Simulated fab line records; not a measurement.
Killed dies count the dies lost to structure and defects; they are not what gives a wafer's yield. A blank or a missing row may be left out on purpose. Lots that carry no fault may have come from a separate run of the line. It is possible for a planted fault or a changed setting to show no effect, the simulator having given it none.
fab line records	flow sky130
[record] lots = 7	wafers = 21	lastDay = 50
route steps=708 shown LDD_LDN@289 PAD_OPEN@708
lots that met no fault: from a run of the same line without faults
startH: hours from the record's opening day to when the first of the lot's shown wafers began	waitH: time in hours since the lot's previous step	" identical to the entry in the row above	L1.1+2: several wafers, shown together as one row	- no value present, or no start provided	* or withheld: withheld	< > ~ a bound
route shown NAME@n: NAME is a module with steps in the file, n the number in the route of the first one	usual: mean/standard deviation of fault-free wafers	same: alike in all rows	chamber/n: place in a boat	sites: each site's reading	_std_site: standard deviation of those values	_edge_site: inner sites' mean taken away from outer sites' mean	radiusMm: how far each site lies from the wafer's centre	mask NAME#n: copy n	behind: the most recent tool/chamber to have shaped the wafer	hold: reason for holding the lot/hours on hold/outcome of the hold	device: which transistor (n, p or np) failed to switch	end of line: tests of these same wafers at the route's end	step lacking rows: just its recipe	killed: not the wafer's yield, but the dies lost to structure and defects at the first sort	map: dies across one wafer; x = killed, . = not, _ = none there
set.NAME: the setting as run; set.NAME@STEP: as run at that earlier step	model.NAME: the simulator's own value behind a step, which no gauge read
lots at some steps of the route; a table a step, a row a wafer
services: from which hour (startH, from the record's first day; less than 0 if before it) a tool's chamber was out of use, for how many hours, and why
[[steps]]
[step SKY_LDD_LDN_DEHYDRATE_00]
[recipe] tempC = 200	timeS = 60
[step SKY_LDD_LDN_HMDS_01]
[recipe] primeTimeS = 60	primeTempC = 120
[step SKY_LDD_LDN_COAT_02]
[recipe] resist = NOVOLAK	spinRpm = 3000	resistThkNm = 1140
[step SKY_LDD_LDN_SOFTBAKE_03]
[recipe] tempC = 90	timeS = 60	resist = NOVOLAK
[step SKY_LDD_LDN_EXPOSE_04]
[recipe] maskId = LDNTM	na = 0.6	sourceShape = conventional	sigmaOuter = 0.6	polarization = unpolarized	targetCdNm = 700	doseMj = 140
[step SKY_LDD_LDN_PEB_05]
[recipe] tempC = withheld	timeS = *	resist = NOVOLAK
[step SKY_LDD_LDN_DEVELOP_06]
[recipe] resist = NOVOLAK	developer = TMAH	developTimeS = 60	devTempC = 23
[step SKY_LDD_LDN_OVL_MEAS_07]
[usual] LDD_LDN_OVL = -0.6/1.4
lot.wafer	tool	chamber	startH	waitH	LDD_LDN_OVL[nm]
L905.1	overlay-02	-	529.87	0.1	0.2
L905.4	"	-	"	"	-2.4
L905.6	"	-	"	"	-2.1
L916.2	overlay-02	-	635.55	0.1	-1.2
L916.3	"	-	"	"	-1.6
L916.6	"	-	"	"	-2.7
L917.1	overlay-01	-	644.32	0.1	2.2
L917.2	"	-	"	"	1.9
L917.3	"	-	"	"	1.3
L918.1	overlay-01	-	653.19	0.1	1.5
L918.2	"	-	"	"	0.2
L918.3	"	-	"	"	-0.1
L919.1	overlay-02	-	662.09	0.1	-1.3
L919.3	"	-	"	"	-0.7
L919.5	"	-	"	"	-4.1
L923.3	overlay-02	-	697.13	0.1	0.2
L923.4	"	-	"	"	-1.7
L923.6	"	-	"	"	-0.7
L927.2	overlay-02	-	712.39	0.1	-1.1
L927.3	"	-	"	"	-0.8
L927.6	"	-	"	"	-0.8
[step SKY_LDD_LDN_IMPLANT_08]
[recipe] species = As	energyKev = 15	doseCm2 = 1.25e+13	tiltDeg = withheld	rotationDeg = 23
[step SKY_LDD_LDN_IMPLANT_09]
[recipe] species = As	energyKev = 15	doseCm2 = 1.25e+13	tiltDeg = withheld	rotationDeg = 113
[step SKY_LDD_LDN_IMPLANT_10]
[recipe] species = As	energyKev = 15	doseCm2 = 1.25e+13	tiltDeg = withheld	rotationDeg = 203
[step SKY_LDD_LDN_IMPLANT_11]
[recipe] species = As	energyKev = 15	doseCm2 = 1.25e+13	tiltDeg = withheld	rotationDeg = 293
[step SKY_LDD_LDN_STRIP_12]
[recipe] chemistry = O2/N2	powerW = 1400	pressureMtorr = 1500	platenTempC = withheld	o2FlowSccm = 3000	n2FlowSccm = 300	overashFraction = 0.5
[usual] chamberPressureMTorr = 1499.9/1.5	drypumpMotorCurrentA = 6.07/0.25	oesProductAu = 0.715/0.004	stripTimeToEndpointS = 14.20/0.037
lot.wafer	tool	chamber	startH	waitH	chamberPressureMTorr	drypumpMotorCurrentA	oesProductAu	rfHoursCounterH	stripTimeToEndpointS	model.NOVOLAK_of_LDD_LDN_COAT_02.thkNm
L905.1	plasmaAsher-04	1	530.51	0.1	1499.1	5.97	0.725	10	14.18	0
L905.4	"	1	"	"	1499.0	5.98	0.722	-	14.24	0
L905.6	"	1	"	"	1497.5	5.97	0.713	-	14.18	0
L916.2	plasmaAsher-03	1	636.18	0.1	1501.9	6.00	0.713	81	14.21	0
L916.3	"	1	"	"	1498.1	6.02	0.714	-	14.27	0
L916.6	"	0	"	"	1500.9	6.37	0.722	-	14.20	0
L917.1	plasmaAsher-04	0	644.96	0.1	-	-	-	-	-	1139
L917.2	"	1	"	"	-	-	-	-	-	1143
L917.3	"	0	"	"	-	-	-	-	-	1140
L918.1	plasmaAsher-04	1	653.83	0.1	-	-	-	-	-	1142
L918.2	"	0	"	"	-	-	-	-	-	1141
L918.3	"	0	"	"	-	-	-	-	-	1141
L919.1	plasmaAsher-04	1	662.73	0.1	-	-	-	-	-	1141
L919.3	"	0	"	"	-	-	-	-	-	1146
L919.5	"	1	"	"	-	-	-	-	-	1143
L923.3	plasmaAsher-03	0	697.79	0.1	1500.5	6.38	0.714	-	14.20	0
L923.4	"	1	"	"	1501.3	6.02	0.717	-	14.20	0
L923.6	"	1	"	"	1501.2	6.02	0.708	-	14.16	0
L927.2	plasmaAsher-01	0	713.02	0.1	1500.8	5.58	0.714	101	14.19	0
L927.3	"	0	"	"	1501.1	5.56	0.717	-	14.15	0
L927.6	"	1	"	"	1500.3	6.03	0.711	-	14.21	0
[step SKY_LDD_LDN_TW_MEAS_13]
[usual] LDD_LDN_TW = 1484/11
lot.wafer	tool	chamber	startH	waitH	LDD_LDN_TW
L905.1	filmMetro-03	-	530.61	0.1	1479
L905.4	"	-	"	"	1481
L905.6	"	-	"	"	1475
L916.2	filmMetro-04	-	636.29	0.1	1479
L916.3	"	-	"	"	1478
L916.6	"	-	"	"	1476
L917.1	filmMetro-01	-	645.06	0.1	1510
L917.2	"	-	"	"	1509
L917.3	"	-	"	"	1509
L918.1	filmMetro-01	-	653.93	0.1	1496
L918.2	"	-	"	"	1506
L918.3	"	-	"	"	1495
L919.1	filmMetro-04	-	662.83	0.1	1473
L919.3	"	-	"	"	1467
L919.5	"	-	"	"	1477
L923.3	filmMetro-03	-	697.88	0.1	1483
L923.4	"	-	"	"	1478
L923.6	"	-	"	"	1487
L927.2	filmMetro-03	-	713.13	0.1	1481
L927.3	"	-	"	"	1480
L927.6	"	-	"	"	1484
[step SKY_PAD_OPEN_PROBE_99]
[usual] killed_at_M0_to_M3 = 44/7	killed_at_M4_up = 3.2/2	killedAtContacts = 25/5.3	killedAtFrontEnd = 15/4.3	killedAtOther = 0.3/0.54	killedDies = 86/8.7	killedOnRim = 17/3.6	killedOpen = 47/6.4	killedShort = 39/5.6
[same] grossDies = 492	killedAtBackSide = 0
lot.wafer	tool	chamber	startH	waitH	killed_at_M0_to_M3	killed_at_M4_up	killedAtContacts	killedAtFrontEnd	killedAtOther	killedDies	killedOnRim	killedOpen	killedShort
L905.1	prober-02	-	1075.72	0.1	42	3	27	15	0	87	25	45	42
L905.4	prober-02	-	1075.87	0.2	43	2	21	20	0	86	17	47	39
L905.6	prober-02	-	1075.97	0.2	52	3	23	15	0	93	18	53	39
L916.2	prober-01	-	1146.51	0.1	38	0	31	17	0	86	15	52	34
L916.3	prober-01	-	1146.56	0.2	51	1	20	12	1	85	13	52	33
L916.6	prober-01	-	1146.71	0.2	44	3	41	13	0	101	20	59	41
L917.1	prober-02	-	1149.99	0.1	46	6	30	410	0	492	96	50	41
L917.2	prober-02	-	1150.04	0.1	32	7	18	434	1	492	96	44	31
L917.3	prober-02	-	1150.09	0.2	37	0	26	427	2	492	96	44	34
L918.1	prober-01	-	1157.01	0.1	48	1	27	416	0	492	96	55	36
L918.2	prober-01	-	1157.06	0.1	44	6	24	418	0	492	96	49	38
L918.3	prober-01	-	1157.11	0.2	55	3	27	407	0	492	96	60	45
L919.1	prober-01	-	1166.25	0.1	50	2	18	422	0	492	96	46	36
L919.3	prober-01	-	1166.35	0.2	35	3	29	425	0	492	96	45	46
L919.5	prober-01	-	1166.45	0.2	42	2	19	429	0	492	96	41	34
L923.3	prober-02	-	1184.69	0.2	50	6	23	9	1	89	21	48	41
L923.4	prober-02	-	1184.74	0.2	46	3	17	17	1	84	17	42	41
L923.6	prober-02	-	1184.84	0.2	55	1	31	15	0	102	20	53	48
L927.2	prober-01	-	1193.59	0.1	48	4	30	11	0	93	17	58	35
L927.3	prober-01	-	1193.64	0.2	48	3	35	11	0	97	22	58	39
L927.6	prober-01	-	1193.79	0.2	56	5	19	19	0	99	20	52	47
// killed by level:class
L905.1 CONTACT:geometricParticle:open=13 VIA1:geometricParticle:open=9 METAL1:geometricParticle:short=9 LI_CONTACT:geometricParticle:open=6 VIA1:geometricParticle:short=6 FIELD_ISO:geometricParticle:short=5 VIA2:geometricParticle:open=5 VIA3:geometricParticle:open=5
L905.4 VIA1:geometricParticle:open=9 VIA3:geometricParticle:open=8 CONTACT:geometricParticle:open=8 FIELD_ISO:geometricParticle:short=6 VIA1:geometricParticle:short=6 FIELD_ISO:geometricParticle:open=5 POLY_GATE:geometricParticle:open=5 CONTACT:geometricParticle:short=5
L905.6 VIA1:geometricParticle:open=15 LI_CONTACT:geometricParticle:open=12 VIA2:geometricParticle:open=9 VIA1:geometricParticle:short=8 FIELD_ISO:geometricParticle:open=6 METAL2:geometricParticle:short=6 METAL1:geometricParticle:short=5 FIELD_ISO:geometricParticle:short=3
L916.2 LI_CONTACT:geometricParticle:open=9 VIA2:geometricParticle:open=8 CONTACT:geometricParticle:open=8 VIA1:geometricParticle:open=8 LOCAL_INTERCONNECT:geometricParticle:short=6 METAL2:geometricParticle:short=6 POLY_GATE:geometricParticle:open=5 VIA2:geometricParticle:short=4
L916.3 VIA1:geometricParticle:open=14 METAL2:geometricParticle:short=7 VIA2:geometricParticle:open=7 CONTACT:geometricParticle:open=6 FIELD_ISO:geometricParticle:open=5 CONTACT:geometricParticle:short=5 LI_CONTACT:geometricParticle:open=4 LOCAL_INTERCONNECT:geometricParticle:short=4
L916.6 CONTACT:geometricParticle:open=18 VIA1:geometricParticle:open=11 CONTACT:geometricParticle:short=9 VIA2:geometricParticle:open=8 LI_CONTACT:geometricParticle:open=7 METAL2:geometricParticle:short=7 VIA3:geometricParticle:open=5 LOCAL_INTERCONNECT:geometricParticle:short=4
L917.1 SPACER:areaCvd=400 CONTACT:geometricParticle:open=14 VIA1:geometricParticle:open=10 LI_CONTACT:geometricParticle:open=7 METAL1:geometricParticle:short=7 POLY_GATE:geometricParticle:short=6 VIA2:geometricParticle:open=6 VIA3:geometricParticle:open=5
L917.2 SPACER:areaCvd=415 VIA1:geometricParticle:open=10 CONTACT:geometricParticle:open=8 FIELD_ISO:geometricParticle:short=5 POLY_GATE:geometricParticle:short=5 LI_CONTACT:geometricParticle:open=5 METAL1:geometricParticle:short=5 FIELD_ISO:geometricParticle:open=3
L917.3 SPACER:areaCvd=414 METAL1:geometricParticle:short=10 CONTACT:geometricParticle:open=10 LI_CONTACT:geometricParticle:open=9 VIA1:geometricParticle:open=7 VIA2:geometricParticle:open=5 FIELD_ISO:geometricParticle:short=3 FIELD_ISO:geometricParticle:open=3
L918.1 SPACER:areaCvd=401 VIA1:geometricParticle:open=12 CONTACT:geometricParticle:open=10 VIA2:geometricParticle:open=10 LI_CONTACT:geometricParticle:open=8 CONTACT:geometricParticle:short=7 VIA3:geometricParticle:open=7 FIELD_ISO:geometricParticle:short=5
L918.2 SPACER:areaCvd=405 VIA1:geometricParticle:open=12 VIA2:geometricParticle:open=9 CONTACT:geometricParticle:open=7 VIA3:geometricParticle:open=6 FIELD_ISO:geometricParticle:short=5 METAL1:geometricParticle:short=5 LI_CONTACT:geometricParticle:open=5
L918.3 SPACER:areaCvd=386 VIA1:geometricParticle:open=12 CONTACT:geometricParticle:open=12 LI_CONTACT:geometricParticle:open=7 VIA3:geometricParticle:open=7 VIA3:geometricParticle:short=7 POLY_GATE:geometricParticle:open=6 METAL1:geometricParticle:short=6
L919.1 SPACER:areaCvd=410 VIA1:geometricParticle:open=15 METAL2:geometricParticle:short=8 LI_CONTACT:geometricParticle:open=7 CONTACT:geometricParticle:open=6 POLY_GATE:geometricParticle:open=5 METAL3:geometricParticle:short=5 VIA2:geometricParticle:open=5
L919.3 SPACER:areaCvd=400 CONTACT:geometricParticle:open=9 POLY_GATE:geometricParticle:open=8 METAL1:geometricParticle:short=8 FIELD_ISO:geometricParticle:open=7 LI_CONTACT:geometricParticle:open=6 LOCAL_INTERCONNECT:geometricParticle:short=6 CONTACT:geometricParticle:short=5
L919.5 SPACER:areaCvd=417 VIA1:geometricParticle:open=8 METAL2:geometricParticle:short=7 LI_CONTACT:geometricParticle:open=6 CONTACT:geometricParticle:open=6 METAL3:geometricParticle:short=5 VIA2:geometricParticle:open=5 VIA3:geometricParticle:open=5
L923.3 VIA1:geometricParticle:open=11 VIA3:geometricParticle:open=7 LI_CONTACT:geometricParticle:open=7 VIA1:geometricParticle:short=7 VIA2:geometricParticle:open=7 LOCAL_INTERCONNECT:geometricParticle:short=5 CONTACT:geometricParticle:open=5 METAL1:geometricParticle:open=5
L923.4 VIA1:geometricParticle:open=13 CONTACT:geometricParticle:open=9 METAL2:geometricParticle:short=9 VIA1:geometricParticle:short=6 VIA2:geometricParticle:open=6 CONTACT:geometricParticle:short=5 FIELD_ISO:geometricParticle:open=4 FIELD_ISO:geometricParticle:short=4
L923.6 VIA1:geometricParticle:open=12 CONTACT:geometricParticle:open=10 METAL1:geometricParticle:short=9 VIA2:geometricParticle:open=9 LI_CONTACT:geometricParticle:open=7 VIA1:geometricParticle:short=6 LOCAL_INTERCONNECT:geometricParticle:short=6 CONTACT:geometricParticle:short=6
L927.2 CONTACT:geometricParticle:open=14 VIA1:geometricParticle:open=12 VIA2:geometricParticle:open=11 LI_CONTACT:geometricParticle:open=8 METAL2:geometricParticle:short=7 VIA3:geometricParticle:open=5 CONTACT:geometricParticle:short=5 METAL4:geometricParticle:short=3
L927.3 CONTACT:geometricParticle:open=16 VIA1:geometricParticle:open=10 LI_CONTACT:geometricParticle:open=8 CONTACT:geometricParticle:short=7 METAL1:geometricParticle:short=7 METAL2:geometricParticle:short=7 VIA2:geometricParticle:open=7 VIA3:geometricParticle:open=6
L927.6 VIA1:geometricParticle:open=11 VIA1:geometricParticle:short=10 VIA2:geometricParticle:open=9 FIELD_ISO:geometricParticle:open=7 LI_CONTACT:geometricParticle:open=7 CONTACT:geometricParticle:open=7 VIA3:geometricParticle:open=6 FIELD_ISO:geometricParticle:short=5
// map L917.1 (x killed, . not)
__________xxxxxxxxxx_________
________xxxxxxxxxxxxxx_______
______xxxxxxxxxxxxxxxxxx_____
_____xxxxxxxxxxxxxxxxxxxx____
____xxxxxxxxxxxxxxxxxxxxxx___
___xxxxxxxxxxxxxxxxxxxxxxxx__
__xxxxxxxxxxxxxxxxxxxxxxxxxx_
_xxxxxxxxxxxxxxxxxxxxxxxxxxxx
_xxxxxxxxxxxxxxxxxxxxxxxxxxxx
_xxxxxxxxxxxxxxxxxxxxxxxxxxxx
_xxxxxxxxxxxxxxxxxxxxxxxxxxxx
_xxxxxxxxxxxxxxxxxxxxxxxxxxxx
_xxxxxxxxxxxxxxxxxxxxxxxxxxxx
_xxxxxxxxxxxxxxxxxxxxxxxxxxxx
_xxxxxxxxxxxxxxxxxxxxxxxxxxxx
__xxxxxxxxxxxxxxxxxxxxxxxxxx_
___xxxxxxxxxxxxxxxxxxxxxxxx__
____xxxxxxxxxxxxxxxxxxxxxx___
_____xxxxxxxxxxxxxxxxxxxx____
______xxxxxxxxxxxxxxxxxx_____
________xxxxxxxxxxxxxx_______
__________xxxxxxxxxx_________
// map L918.1 (x killed, . not)
__________xxxxxxxxxx_________
________xxxxxxxxxxxxxx_______
______xxxxxxxxxxxxxxxxxx_____
_____xxxxxxxxxxxxxxxxxxxx____
____xxxxxxxxxxxxxxxxxxxxxx___
___xxxxxxxxxxxxxxxxxxxxxxxx__
__xxxxxxxxxxxxxxxxxxxxxxxxxx_
_xxxxxxxxxxxxxxxxxxxxxxxxxxxx
_xxxxxxxxxxxxxxxxxxxxxxxxxxxx
_xxxxxxxxxxxxxxxxxxxxxxxxxxxx
_xxxxxxxxxxxxxxxxxxxxxxxxxxxx
_xxxxxxxxxxxxxxxxxxxxxxxxxxxx
_xxxxxxxxxxxxxxxxxxxxxxxxxxxx
_xxxxxxxxxxxxxxxxxxxxxxxxxxxx
_xxxxxxxxxxxxxxxxxxxxxxxxxxxx
__xxxxxxxxxxxxxxxxxxxxxxxxxx_
___xxxxxxxxxxxxxxxxxxxxxxxx__
____xxxxxxxxxxxxxxxxxxxxxx___
_____xxxxxxxxxxxxxxxxxxxx____
______xxxxxxxxxxxxxxxxxx_____
________xxxxxxxxxxxxxx_______
__________xxxxxxxxxx_________
[[services]]
tool	chamber	startH	hours	kind
plasmaAsher-03	-	585.81	2.8	pm
[[key]]
[firstSign] step = SKY_LDD_LDN_STRIP_12	reading = toolRecord	direction = missing
[effect] step = SKY_PAD_OPEN_PROBE_99	reading = killedAtFrontEnd	direction = up	sigmas = 95	usual = 15	struck = 421
[modelEffect] step = SKY_LDD_LDN_STRIP_12	value = NOVOLAK_of_LDD_LDN_COAT_02.thkNm	without = 0	struck = 1142
[moreKillsBornAt] SKY_SPACER_CVD_00@lpcvd-02 = 3648
metAt SKY_LDD_LDN_STRIP_12
struckWafers L917.1,L917.2,L917.3,L918.1,L918.2,L918.3,L919.1,L919.3,L919.5
laterRowsLeftOut L917.1,L917.2,L917.3,L918.1,L918.2,L918.3,L919.1,L919.3,L919.5
testerLeftOut L917,L918,L919
onsetBetween 530.51 644.96
[fault] kind = skippedStepWhole	tool = plasmaAsher-04	chamber = -	onsetH = 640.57	steps = SKY_LDD_LDN_STRIP_12	scope = struckLotsOnly
// testerLeftOut: of these lots the tester's yield and bins aren't shown, on N5 and GAA mostly nor the transistor test; their killed dies are dies lost to structure and defects alone, not to doping, threshold or leakage, so they don't give the yield
// laterRowsLeftOut: the simulator's readings of these wafers behind a module that went badly wrong aren't trusted and aren't shown, but for the sort
